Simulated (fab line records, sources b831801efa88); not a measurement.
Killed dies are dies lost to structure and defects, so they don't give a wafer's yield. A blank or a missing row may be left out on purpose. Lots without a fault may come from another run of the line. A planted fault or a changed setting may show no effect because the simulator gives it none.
Chamber matching | flow sky130 | SKY_VIA2_CMP_02 on cmp-02: 4 sister chambers
The step polishes SiO2. 4 wafers are shown with their chamber, then 7 later ones without.

WAFERS WITH THEIR CHAMBER
wafer  | chamber | motor_current_A (A)
L805.1 | 2       | 14.7
L809.5 | 1       | 13.2
L817.2 | 0       | 13.3
L817.3 | 3       | 12.1

WAFERS WITHOUT THEIR CHAMBER
wafer  | motor_current_A (A)
L817.4 | 12.6
L820.1 | 12.7
L820.3 | 12.3
L820.4 | 13.8
L821.3 | 12.6
L821.4 | 13.1
L821.5 | 11.4

WHICH CHAMBER EACH WENT THROUGH
wafer  | from the rows above          | in truth
L817.4 | can't be placed: 3 or 1 or 0 | 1
L820.1 | can't be placed: 1 or 3 or 0 | 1
L820.3 | can't be placed: 3 or 1 or 0 | 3
L820.4 | can't be placed: 0 or 1 or 2 | 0
L821.3 | can't be placed: 3 or 1 or 0 | 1
L821.4 | can't be placed: 1 or 0 or 3 | 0
L821.5 | 3                            | 3
Placed correctly: 1 of 7. Can't be placed from these rows: 6 (the true chamber is among the candidates in 6). Placed wrongly: 0.
How it was worked out, from the rows above alone: a wafer's distance from a chamber is the root of the sum, over the readings, of the square of ((its reading less the chamber's mean) divided by the reading's scatter). The wafer belongs to the nearest chamber; if the next one is less than 2 further off, it can't be placed. A chamber's mean is the mean of its shown wafers. The scatter: with one shown wafer a chamber, the root of the mean of the squares of how far each hidden wafer lies from its nearest shown one.
